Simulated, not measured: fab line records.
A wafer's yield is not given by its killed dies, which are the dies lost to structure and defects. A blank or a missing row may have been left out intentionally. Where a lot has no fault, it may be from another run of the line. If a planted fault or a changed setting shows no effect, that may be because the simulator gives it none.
Comparing a struck lot with a sound one ; flow sfq_line ; 14 out of 325 route steps
Sound: the wafers L232.2, L232.3, L232.6. Struck: wafer L220.5 (left out: L220.6, a lot-mate that was not struck); the cause follows at the end.
At each step with rows: each side's tool, then ch and its chambers, then its first start. Under that, the readings that differ: sound wafers ; struck wafers ; difference of the means ; sigmas: that difference in standard deviations of wafers without a fault.
alike: readings with means less than 2 such deviations apart, plus words and numbers identical on both sides. not compared: withheld readings, readings lacking a value on some wafer, bounds such as >300 that could conceal the same value, and numbers that have no deviation in the record and whose values overlap.
A row with sigmas, a row that says differs or no value, or rows on one side alone: a step with any of these is where the two part. When numbers do not overlap yet have no deviation, they are printed without sigmas and do not part them. A reading missing from all wafers of one side parts the sides only when that side holds two or more wafers.

first, 6 steps without rows for these wafers: SFQ_TRILAYER_M0_LITHO_COAT_026 (resist thk 62 nm); SFQ_TRILAYER_M0_LITHO_COAT_021 (resist thk 600 nm); SFQ_TRILAYER_M0_LITHO_SOFTBAKE_025; SFQ_TRILAYER_M0_LITHO_EXPOSE_022 (exposes mask M0, target cd 500 nm); SFQ_TRILAYER_M0_LITHO_PEB_024 (peb time 60 s); SFQ_TRILAYER_M0_LITHO_DEVELOP_023 (time 60 s).
SFQ_M0_OVL_MEAS_906:
  struck on overlay-02, day 13 22:43; sound on overlay-01, day 18 01:07
  alike: M0_OVL
SFQ_TRILAYER_M0_BARC_OPEN_METAL_ETCH_031: etches BARC in O2, target depth 125 nm, time 41.7 s.
  sound on rie_metal-03 ch 0,1, day 18 01:08; struck on rie_metal-02 ch 1, day 13 22:46
  alike: drypump_motor_current_A, oes_product_au
  not compared: rf_hours_counter_h
SFQ_TRILAYER_M0_ETCH_METAL_ETCH_024: etches Nb in Cl2/Ar, stops on SiO2, target depth 240 nm, time 120 s.
  sound on rie_metal-03 ch 0,1, day 18 01:12; struck on rie_metal-02 ch 1, day 13 22:52
  alike: drypump_motor_current_A, oes_product_au
  not compared: rf_hours_counter_h
SFQ_TRILAYER_M0_STRIP_STRIP_025: strips in O2.
  sound on rie_metal-03 ch 0,1, day 18 01:20; struck on rie_metal-02 ch 1, day 13 23:19
  alike: drypump_motor_current_A, oes_product_au
  not compared: rf_hours_counter_h
then, 1 step without rows for these wafers: SFQ_TRILAYER_M0_STRIP_SOLV_CLEAN_026 (cleans in NMP, time 600 s).
SFQ_TRILAYER_I0_DEP_PECVD_027: deposits SiO2 from SiH4/N2O, time 111.11 s, target thk 500 nm.
  sound on pecvd-04 ch 0,1,2, day 18 02:06; struck on pecvd-03 ch 2, day 13 23:43
reading;sound;struck;difference;sigmas
run_length_s (s);138.4 139.8 139.1;128.3;-10.8;-18
model.SiO2_of_TRILAYER_I0_DEP_PECVD_027.thk_nm (nm);504.5 505.5 504.2;460.5;-44.2;
  alike: heater_power_w, throttle_valve_pct
SFQ_TRILAYER_I0_CMP_CMP_028: polishes SiO2.
  sound on cmp-01 ch 0,1,3, day 18 03:11; struck on cmp-02 ch 1, day 14 13:13
reading;sound;struck;difference;sigmas
motor_current_A (A);10.1 10.1 10.9;13.6;+3.2;+2
time_to_endpoint_s (s);203 202 220;185;-23;-3
SFQ_I0_BOW_MEAS_907:
  struck on film_metro-02, day 14 14:18; sound on film_metro-04, day 18 05:12
  alike: I0_BOW

## WHERE THEY PART
Earliest at SFQ_TRILAYER_I0_DEP_PECVD_027; latest, in this record, at SFQ_TRILAYER_I0_CMP_CMP_028. Later steps at which nothing parts them and some readings are alike: SFQ_I0_BOW_MEAS_907.

WHY: what had been put in by the simulator
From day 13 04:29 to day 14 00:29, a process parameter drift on pecvd-03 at SFQ_TRILAYER_I0_DEP_PECVD_027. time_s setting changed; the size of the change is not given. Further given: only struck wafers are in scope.
